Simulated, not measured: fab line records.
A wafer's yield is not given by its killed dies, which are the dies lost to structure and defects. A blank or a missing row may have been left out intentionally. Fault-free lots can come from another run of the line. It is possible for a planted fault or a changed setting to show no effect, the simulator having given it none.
Which tool was responsible? + flow gf180mcu + 24 lots with 72 wafers sampled at 5 steps, on a route of 602 steps

## WHAT EACH GAUGE READ, for each wafer
GF_HV_LDD_TW_MEAS_38.
| lot  | measured     | on           | HV_LDD_3_TW    |
|------|--------------|--------------|----------------|
| L074 | day 11 12:30 | filmMetro-01 | 1430 1429 1439 |
| L075 | day 11 22:59 | filmMetro-04 | 1436 1436 1435 |
| L076 | day 12 03:20 | filmMetro-02 | 1439 1445 1446 |
| L077 | day 12 13:25 | filmMetro-02 | 1438 1439 1438 |
| L078 | day 12 19:35 | filmMetro-04 | 1442 1444 1445 |
| L079 | day 13 04:42 | filmMetro-01 | 1435 1433 1432 |
| L080 | day 13 11:29 | filmMetro-04 | 1443 1437 1434 |
| L081 | day 13 22:02 | filmMetro-04 | 1437 1431 1437 |
| L082 | day 14 04:59 | filmMetro-01 | 1424 1431 1427 |
| L083 | day 14 08:44 | filmMetro-04 | 1441 1442 1436 |
| L084 | day 14 22:30 | filmMetro-01 | 1437 1426 1433 |
| L085 | day 15 02:19 | filmMetro-01 | 1431 1437 1443 |
| L086 | day 15 11:44 | filmMetro-01 | 1438 1427 1439 |
| L087 | day 15 18:53 | filmMetro-01 | 1424 1438 1431 |
| L088 | day 16 02:59 | filmMetro-04 | 1432 1436 1439 |
| L089 | day 16 13:16 | filmMetro-04 | 1436 1440 1438 |
| L090 | day 16 18:41 | filmMetro-04 | 1438 1438 1436 |
| L091 | day 17 02:04 | filmMetro-01 | 1426 1425 1420 |
| L092 | day 17 10:32 | filmMetro-01 | 1420 1425 1424 |
| L093 | day 17 15:38 | filmMetro-01 | 1428 1422 1424 |
| L094 | day 18 01:20 | filmMetro-01 | 1432 1428 1424 |
| L095 | day 18 07:05 | filmMetro-02 | 1458 1464 1457 |
| L096 | day 18 19:57 | filmMetro-01 | 1432 1431 1421 |
| L097 | day 19 05:02 | filmMetro-02 | 1455 1459 1453 |

GF_V1_OVL_MEAS_15.
| lot  | measured     | on         | V1_OVL (nm) |
|------|--------------|------------|-------------|
| L074 | day 18 01:09 | overlay-02 | -5 -5 -7    |
| L075 | day 18 13:11 | overlay-01 | -8 -6 -12   |
| L076 | day 18 19:54 | overlay-01 | 11 4 5      |
| L077 | day 19 07:02 | overlay-01 | -12 -4 0    |
| L078 | day 19 14:47 | overlay-01 | -5 -7 -18   |
| L079 | day 20 01:41 | overlay-02 | -5 -4 -1    |
| L080 | day 20 11:36 | overlay-02 | -6 -9 -7    |
| L081 | day 20 21:08 | overlay-02 | -4 -3 -2    |
| L082 | day 21 08:18 | overlay-02 | -4 -2 -2    |
| L083 | day 21 09:35 | overlay-01 | 1 -6 -4     |
| L084 | day 22 01:09 | overlay-01 | -1 1 -6     |
| L085 | day 22 07:56 | overlay-01 | -5 -7 -4    |
| L086 | day 22 16:33 | overlay-01 | -4 -12 -15  |
| L087 | day 23 01:35 | overlay-01 | -3 1 -1     |
| L088 | day 23 09:35 | overlay-02 | -1 2 -8     |
| L089 | day 23 18:15 | overlay-01 | -6 -7 0     |
| L090 | day 23 23:35 | overlay-02 | 1 3 5       |
| L091 | day 24 08:41 | overlay-02 | -11 -5 -5   |
| L092 | day 24 14:33 | overlay-02 | -3 -7 -2    |
| L093 | day 24 19:35 | overlay-02 | 8 16 5      |
| L094 | day 25 01:32 | overlay-01 | 1 7 2       |
| L095 | day 25 10:05 | overlay-02 | -2 -6 0     |
| L096 | day 25 20:21 | overlay-01 | 5 4 3       |
| L097 | day 26 06:42 | overlay-02 | 2 -3 0      |

GF_M2_THK_MEAS_06: measures by xrf.
| lot  | measured     | on           | M2_ALCU_THK (nm) |
|------|--------------|--------------|------------------|
| L074 | day 18 02:55 | filmMetro-03 | 445 439 441      |
| L075 | day 18 14:55 | filmMetro-04 | 446 434 446      |
| L076 | day 18 21:38 | filmMetro-04 | 455 452 454      |
| L077 | day 19 08:47 | filmMetro-04 | 442 446 442      |
| L078 | day 19 16:34 | filmMetro-04 | 447 450 452      |
| L079 | day 20 03:25 | filmMetro-03 | 440 449 453      |
| L080 | day 20 13:20 | filmMetro-04 | 458 454 458      |
| L081 | day 20 22:55 | filmMetro-03 | 459 464 456      |
| L082 | day 21 10:26 | filmMetro-03 | 445 447 454      |
| L083 | day 21 11:25 | filmMetro-02 | 448 446 446      |
| L084 | day 22 02:55 | filmMetro-04 | 451 445 448      |
| L085 | day 22 09:40 | filmMetro-03 | 451 446 443      |
| L086 | day 22 18:38 | filmMetro-03 | 450 450 446      |
| L087 | day 23 03:19 | filmMetro-04 | 444 445 445      |
| L088 | day 23 11:50 | filmMetro-03 | 441 447 443      |
| L089 | day 23 20:00 | filmMetro-02 | 453 458 454      |
| L090 | day 24 01:19 | filmMetro-03 | 459 456 453      |
| L091 | day 24 10:50 | filmMetro-02 | 447 450 445      |
| L092 | day 24 16:19 | filmMetro-03 | 453 458 450      |
| L093 | day 24 21:28 | filmMetro-02 | 453 446 453      |
| L094 | day 25 03:16 | filmMetro-03 | 448 445 455      |
| L095 | day 25 11:49 | filmMetro-03 | 450 460 448      |
| L096 | day 25 22:05 | filmMetro-03 | 452 452 455      |
| L097 | day 26 08:28 | filmMetro-04 | 457 443 454      |

## EACH LOT AND THE TOOL THAT RAN IT (in order: tool; ch and the chambers of the sampled wafers; start)
| lot  | GF_M2_SPUTTER_01            | GF_M2_SPUTTER_04            |
|------|-----------------------------|-----------------------------|
| L074 | pvdSputter-02, day 18 02:40 | pvdSputter-02, day 18 02:44 |
| L075 | pvdSputter-03, day 18 14:41 | pvdSputter-03, day 18 14:46 |
| L076 | pvdSputter-03, day 18 21:23 | pvdSputter-03, day 18 21:28 |
| L077 | pvdSputter-02, day 19 08:32 | pvdSputter-02, day 19 08:37 |
| L078 | pvdSputter-02, day 19 16:19 | pvdSputter-02, day 19 16:23 |
| L079 | pvdSputter-04, day 20 03:10 | pvdSputter-04, day 20 03:15 |
| L080 | pvdSputter-04, day 20 13:05 | pvdSputter-04, day 20 13:10 |
| L081 | pvdSputter-04, day 20 22:40 | pvdSputter-04, day 20 22:45 |
| L082 | pvdSputter-04, day 21 10:11 | pvdSputter-04, day 21 10:16 |
| L083 | pvdSputter-02, day 21 11:11 | pvdSputter-02, day 21 11:16 |
| L084 | pvdSputter-02, day 22 02:39 | pvdSputter-02, day 22 02:44 |
| L085 | pvdSputter-02, day 22 09:25 | pvdSputter-02, day 22 09:30 |
| L086 | pvdSputter-04, day 22 18:23 | pvdSputter-04, day 22 18:28 |
| L087 | pvdSputter-04, day 23 03:04 | pvdSputter-04, day 23 03:09 |
| L088 | pvdSputter-02, day 23 11:36 | pvdSputter-02, day 23 11:41 |
| L089 | pvdSputter-02, day 23 19:45 | pvdSputter-02, day 23 19:50 |
| L090 | pvdSputter-02, day 24 01:05 | pvdSputter-02, day 24 01:10 |
| L091 | pvdSputter-02, day 24 10:35 | pvdSputter-02, day 24 10:40 |
| L092 | pvdSputter-02, day 24 16:04 | pvdSputter-02, day 24 16:08 |
| L093 | pvdSputter-03, day 24 21:14 | pvdSputter-03, day 24 21:19 |
| L094 | pvdSputter-04, day 25 03:01 | pvdSputter-04, day 25 03:06 |
| L095 | pvdSputter-04, day 25 11:34 | pvdSputter-04, day 25 11:39 |
| L096 | pvdSputter-04, day 25 21:50 | pvdSputter-04, day 25 21:55 |
| L097 | pvdSputter-03, day 26 08:13 | pvdSputter-03, day 26 08:17 |
- GF_M2_SPUTTER_01: material TiN, target thk 30 nm, time 25 s.
- GF_M2_SPUTTER_04: material TiN, target thk 50 nm, time 42.94 s.

## WHAT THE TOOLS THEMSELVES READ (means of the sampled wafers that have a number; where no wafer has one, the mark that the record gives instead)
GF_M2_SPUTTER_01.
| lot  | tool          | throttleValvePct (%) |
|------|---------------|----------------------|
| L074 | pvdSputter-02 | 30.8                 |
| L075 | pvdSputter-03 | 30.1                 |
| L076 | pvdSputter-03 | 30.3                 |
| L077 | pvdSputter-02 | 29.8                 |
| L078 | pvdSputter-02 | 31.1                 |
| L079 | pvdSputter-04 | 31.2                 |
| L080 | pvdSputter-04 | 31.1                 |
| L081 | pvdSputter-04 | 30.6                 |
| L082 | pvdSputter-04 | 31.1                 |
| L083 | pvdSputter-02 | 31.2                 |
| L084 | pvdSputter-02 | 29.7                 |
| L085 | pvdSputter-02 | 29.7                 |
| L086 | pvdSputter-04 | 30.9                 |
| L087 | pvdSputter-04 | 30.2                 |
| L088 | pvdSputter-02 | 29.8                 |
| L089 | pvdSputter-02 | 29.6                 |
| L090 | pvdSputter-02 | 29.2                 |
| L091 | pvdSputter-02 | 28.4                 |
| L092 | pvdSputter-02 | 30.8                 |
| L093 | pvdSputter-03 | 30.0                 |
| L094 | pvdSputter-04 | 30.7                 |
| L095 | pvdSputter-04 | 30.5                 |
| L096 | pvdSputter-04 | 31.2                 |
| L097 | pvdSputter-03 | 30.2                 |

GF_M2_SPUTTER_04.
| lot  | tool          | throttleValvePct (%) |
|------|---------------|----------------------|
| L074 | pvdSputter-02 | 30.8                 |
| L075 | pvdSputter-03 | 30.1                 |
| L076 | pvdSputter-03 | 30.2                 |
| L077 | pvdSputter-02 | 29.6                 |
| L078 | pvdSputter-02 | 30.8                 |
| L079 | pvdSputter-04 | 31.3                 |
| L080 | pvdSputter-04 | 31.1                 |
| L081 | pvdSputter-04 | 30.8                 |
| L082 | pvdSputter-04 | 31.2                 |
| L083 | pvdSputter-02 | 31.3                 |
| L084 | pvdSputter-02 | 29.8                 |
| L085 | pvdSputter-02 | 29.9                 |
| L086 | pvdSputter-04 | 30.8                 |
| L087 | pvdSputter-04 | 30.3                 |
| L088 | pvdSputter-02 | 29.7                 |
| L089 | pvdSputter-02 | 29.6                 |
| L090 | pvdSputter-02 | 29.4                 |
| L091 | pvdSputter-02 | 28.4                 |
| L092 | pvdSputter-02 | 30.9                 |
| L093 | pvdSputter-03 | 30.0                 |
| L094 | pvdSputter-04 | 30.6                 |
| L095 | pvdSputter-04 | 30.4                 |
| L096 | pvdSputter-04 | 31.1                 |
| L097 | pvdSputter-03 | 30.2                 |

## THE ANSWER, worked out from the rows above alone
Rule: the lots themselves supply what counts as usual. The widest of any qualifying gaps counts: lots, ordered by their means at a reading, are off when they make up no more than a third of the lots, leave a main group of 4 or more, and stand apart from it by 3 or more times the standard deviation of that group's means. The tables above print the reading to a certain number of digits; a main group whose means all agree to those digits is not used. A lot without any number at a reading at which 4 lots or more have one is off too. The other lots that the step has rows for count as sound. Order of review: gauges by route order, followed by the tools' own readings, for which a lot's mean as printed above is used. At the first step where some lot is off, the reading lying furthest off is the one used; lots without a number count as furthest.
No lot is off on any of the readings shown, so nothing can be concluded from this.

## WHAT THE SIMULATOR HAD INSERTED
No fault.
